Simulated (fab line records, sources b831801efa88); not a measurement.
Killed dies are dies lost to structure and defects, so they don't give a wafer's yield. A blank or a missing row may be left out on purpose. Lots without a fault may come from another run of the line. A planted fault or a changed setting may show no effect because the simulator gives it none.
A struck lot beside a sound one | flow sky130 | 15 steps out of a route of 708
Sound: wafers L941.2, L941.3, L941.5. Struck: wafer L934.1. (L934.4, L934.5 of the same lot were not struck and are left out.) The cause comes at the end.
At each step with rows: each side's tool, then ch and its chambers, then its first start. Under that, the readings that differ: sound wafers | struck wafers | difference of the means | sigmas: that difference in standard deviations of wafers without a fault.
alike: readings whose means differ by less than 2 such deviations, and words and numbers that are the same on both sides. not compared: withheld readings, readings that some wafer has no value for, bounds like >300 that may hide the same value, and numbers for which the record gives no deviation and whose values overlap.
The two part at a step that has a row with sigmas, a row that says differs or no value, or rows on one side only. Numbers that don't overlap but have no deviation are shown without sigmas and don't part them. A reading that every wafer of one side lacks parts them only if that side has two wafers or more.

first, 3 steps without rows for these wafers: SKY_VIA2_STRIP_17 (strips in post etch residue remover, time 1200 s); SKY_VIA2_CLEAN_18 (cleans in IPA, time 180 s); SKY_VIA2_CLEAN_19 (cleans in O3/DIW).
SKY_VIA2_SPUTTER_20: material TiN, target thk 20 nm, time 80 s.
  sound on pvd_sputter-01, day 41 18:56; struck on pvd_sputter-02, day 39 22:46
  alike: throttle_valve_pct
SKY_VIA2_CVD_21: deposits W, target thk 420 nm, time 126.4 s.
  sound on cvd_w-01 ch 0, day 41 19:00; struck on cvd_w-02 ch 1, day 39 22:50
  alike: heater_power_w
SKY_VIA2_RS_MEAS_22: measures by four-point-probe.
  sound on film_metro-02, day 41 19:09; struck on film_metro-04, day 39 22:58
  alike: VIA2_W_RS
SKY_VIA2_THK_MEAS_23: measures by xrf.
  sound on film_metro-02, day 41 19:16; struck on film_metro-04, day 39 23:05
  alike: VIA2_W_THK
SKY_VIA2_CMP_24: polishes, stops on SiO2, t overpolish 20 s, target thk 0 nm.
  sound on cmp-01 ch 1,2, day 41 19:19; struck on cmp-01 ch 3, day 39 23:11
  reading                      | sound             | struck | difference | sigmas
  retaining_ring_pressure_frac | 1.001 1.009 1.011 | 0.992  | -0.015     | -3
  alike: edge_zone_pressure_frac, motor_current_A, overpolish_run_s, time_to_endpoint_s
then, 3 steps without rows for these wafers: SKY_METAL3_SPUTTER_00 (material Ti, target thk 15 nm, time 10 s); SKY_METAL3_SPUTTER_01 (material TiN, target thk 20 nm, time 16.7 s); SKY_METAL3_SPUTTER_02 (material AlCu, target thk 735 nm, time 39.1 s).
SKY_METAL3_SPUTTER_03: material Ti, target thk 5 nm, time 3.3 s.
  sound on pvd_sputter-04, day 41 19:41; struck on pvd_sputter-02, day 39 23:31
  alike: throttle_valve_pct
SKY_METAL3_SPUTTER_04: material TiN, target thk 70 nm, time 58.3 s.
  sound on pvd_sputter-04, day 41 19:43; struck on pvd_sputter-02, day 39 23:32
  reading                                    | sound             | struck | difference | sigmas
  model.TiN_of_METAL3_SPUTTER_04.thk_nm (nm) | 70.21 69.84 69.89 | 63.36  | -6.62      |
  alike: throttle_valve_pct
SKY_CAPM_CVD_00: deposits SiO2, target thk 15.5 nm.
  sound on pecvd-03 ch 0,1,2, day 41 19:46; struck on pecvd-02 ch 2, day 39 23:35
  alike: heater_power_w
-- the record jumps here: 9 days lie between the struck wafers' starts before and after (it left off in module CAPM and takes up again in module PAD_OPEN, whose first step shown is number 708 of the route) --
SKY_PAD_OPEN_PROBE_99:
  sound on prober-02, day 50 00:19; struck on prober-01, day 48 16:35
  reading             | sound  | struck | difference | sigmas
  killed_at_front_end | 12 8 7 | 24     | +15        | +3
  alike: defect_limited_yield, killed_at_M0_to_M3, killed_at_M4_up, killed_at_contacts, killed_at_other, killed_dies, killed_open, killed_short, sort_bin_3_pad_short, sort_bin_5_function, sort_bin_6_memory, sort_n_pass, sort_yield_pct

WHERE THEY PART
First at SKY_VIA2_CMP_24; last, within this record, at SKY_PAD_OPEN_PROBE_99.

WHY: what the simulator had put in
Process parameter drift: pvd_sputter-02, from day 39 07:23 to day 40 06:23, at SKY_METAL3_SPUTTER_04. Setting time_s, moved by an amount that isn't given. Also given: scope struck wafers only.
